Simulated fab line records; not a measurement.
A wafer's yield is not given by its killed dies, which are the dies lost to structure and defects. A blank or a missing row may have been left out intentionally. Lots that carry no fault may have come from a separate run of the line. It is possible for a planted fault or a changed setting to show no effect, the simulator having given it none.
Chamber matching :: flow sky130 :: 4 sister chambers for SKY_LI_CONTACT_ETCH_15 on rie diel-01
The step etches PSG in C4F8/O2/Ar, stops on Si, target depth 600 nm. 4 wafers are shown with their chamber, then 10 later ones without.

== WAFERS PAIRED WITH THEIR CHAMBERS ==
wafer: L090.6
chamber: 0
oes product au (a.u.): 0.832

wafer: L093.1
chamber: 2
oes product au (a.u.): 0.835

wafer: L092.2
chamber: 3
oes product au (a.u.): 0.842

wafer: L092.4
chamber: 1
oes product au (a.u.): 0.837

== WAFERS WHOSE CHAMBER IS MISSING ==
wafer: L092.5
oes product au (a.u.): 0.830

wafer: L094.1
oes product au (a.u.): 0.840

wafer: L094.4
oes product au (a.u.): 0.832

wafer: L094.5
oes product au (a.u.): 0.845

wafer: L095.2
oes product au (a.u.): 0.833

wafer: L095.3
oes product au (a.u.): 0.836

wafer: L095.6
oes product au (a.u.): 0.834

wafer: L096.2
oes product au (a.u.): 0.850

wafer: L096.3
oes product au (a.u.): 0.839

wafer: L096.6
oes product au (a.u.): 0.840

== EACH ONE'S CHAMBER ==
wafer: L092.5
from the rows above: can't be placed: 0 or 2 or 1
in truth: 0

wafer: L094.1
from the rows above: can't be placed: 3 or 1 or 2 or 0
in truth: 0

wafer: L094.4
from the rows above: can't be placed: 0 or 2 or 1
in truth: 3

wafer: L094.5
from the rows above: can't be placed: 3 or 1
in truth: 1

wafer: L095.2
from the rows above: can't be placed: 0 or 2 or 1
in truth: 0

wafer: L095.3
from the rows above: can't be placed: 1 or 2 or 0 or 3
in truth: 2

wafer: L095.6
from the rows above: can't be placed: 2 or 0 or 1
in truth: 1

wafer: L096.2
from the rows above: can't be placed: 3 or 1
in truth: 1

wafer: L096.3
from the rows above: can't be placed: 1 or 3 or 2 or 0
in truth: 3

wafer: L096.6
from the rows above: can't be placed: 3 or 1 or 2 or 0
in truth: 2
Correctly placed: 0 of 10. From these rows, 10 cannot be placed; in 9 the true chamber is one of the candidates. Placed wrongly: 0.
How it was worked out, from the rows above alone: a wafer's distance from a chamber is the root of the sum, over the readings, of the square of ((its reading less the chamber's mean) divided by the reading's scatter). The wafer belongs to the nearest chamber; if the next one is less than 2 further off, it can't be placed. A chamber's mean is the mean of its shown wafers. The scatter: with one shown wafer a chamber, the root of the mean of the squares of how far each hidden wafer lies from its nearest shown one.
